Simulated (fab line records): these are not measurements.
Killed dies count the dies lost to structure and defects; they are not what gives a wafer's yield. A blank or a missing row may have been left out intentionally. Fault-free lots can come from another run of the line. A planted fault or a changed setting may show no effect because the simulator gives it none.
Matching of chambers / flow gf180mcu / cmp-02 running GF_V2_CMP_04: 4 sister chambers
The step polishes SiO2. 8 wafers are shown with their chamber, then 10 later ones without.

== WAFERS, EACH WITH ITS CHAMBER ==
wafer=L646.3; chamber=2; motor current A (A)=11.7; time to endpoint s (s)=83
wafer=L647.6; chamber=1; motor current A (A)=15.4; time to endpoint s (s)=77
wafer=L651.2; chamber=3; motor current A (A)=14.9; time to endpoint s (s)=74
wafer=L652.1; chamber=0; motor current A (A)=13.9; time to endpoint s (s)=82
wafer=L652.3; chamber=1; motor current A (A)=14.6; time to endpoint s (s)=71
wafer=L652.4; chamber=3; motor current A (A)=13.9; time to endpoint s (s)=88
wafer=L659.1; chamber=2; motor current A (A)=11.4; time to endpoint s (s)=92
wafer=L659.3; chamber=0; motor current A (A)=14.7; time to endpoint s (s)=69

== WAFERS MISSING THEIR CHAMBER ==
wafer=L659.5; motor current A (A)=14.7; time to endpoint s (s)=79
wafer=L662.1; motor current A (A)=14.3; time to endpoint s (s)=82
wafer=L662.3; motor current A (A)=14.0; time to endpoint s (s)=80
wafer=L662.4; motor current A (A)=15.5; time to endpoint s (s)=76
wafer=L663.1; motor current A (A)=14.0; time to endpoint s (s)=80
wafer=L663.4; motor current A (A)=11.3; time to endpoint s (s)=94
wafer=L663.5; motor current A (A)=14.4; time to endpoint s (s)=78
wafer=L665.1; motor current A (A)=11.5; time to endpoint s (s)=87
wafer=L665.4; motor current A (A)=15.4; time to endpoint s (s)=77
wafer=L665.5; motor current A (A)=15.3; time to endpoint s (s)=93

== WHICH CHAMBER EACH ONE RAN IN ==
wafer=L659.5; from the rows above=can't be placed: 3 or 1 or 0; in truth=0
wafer=L662.1; from the rows above=can't be placed: 3 or 0 or 1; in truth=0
wafer=L662.3; from the rows above=can't be placed: 3 or 0 or 1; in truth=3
wafer=L662.4; from the rows above=can't be placed: 1 or 3 or 0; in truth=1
wafer=L663.1; from the rows above=can't be placed: 3 or 0 or 1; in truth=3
wafer=L663.4; from the rows above=2; in truth=2
wafer=L663.5; from the rows above=can't be placed: 0 or 3 or 1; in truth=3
wafer=L665.1; from the rows above=2; in truth=2
wafer=L665.4; from the rows above=can't be placed: 1 or 3 or 0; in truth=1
wafer=L665.5; from the rows above=can't be placed: 3 or 1 or 0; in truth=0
Placed correctly: 2 of 10. Unplaceable from these rows: 8, with the true chamber sitting among the candidates in 8. Wrongly placed: 0.
How it was worked out, from the rows above alone: a wafer's distance from a chamber is the root of the sum, over the readings, of the square of ((its reading less the chamber's mean) divided by the reading's scatter). If the next closest chamber is less than 2 further off than the closest, the wafer can't be placed; otherwise it belongs to the closest. Each chamber's mean is taken over the wafers shown for it. The scatter: the root of (the sum of the squares of (reading less its chamber's mean) over the shown wafers, divided by (wafers less chambers)).
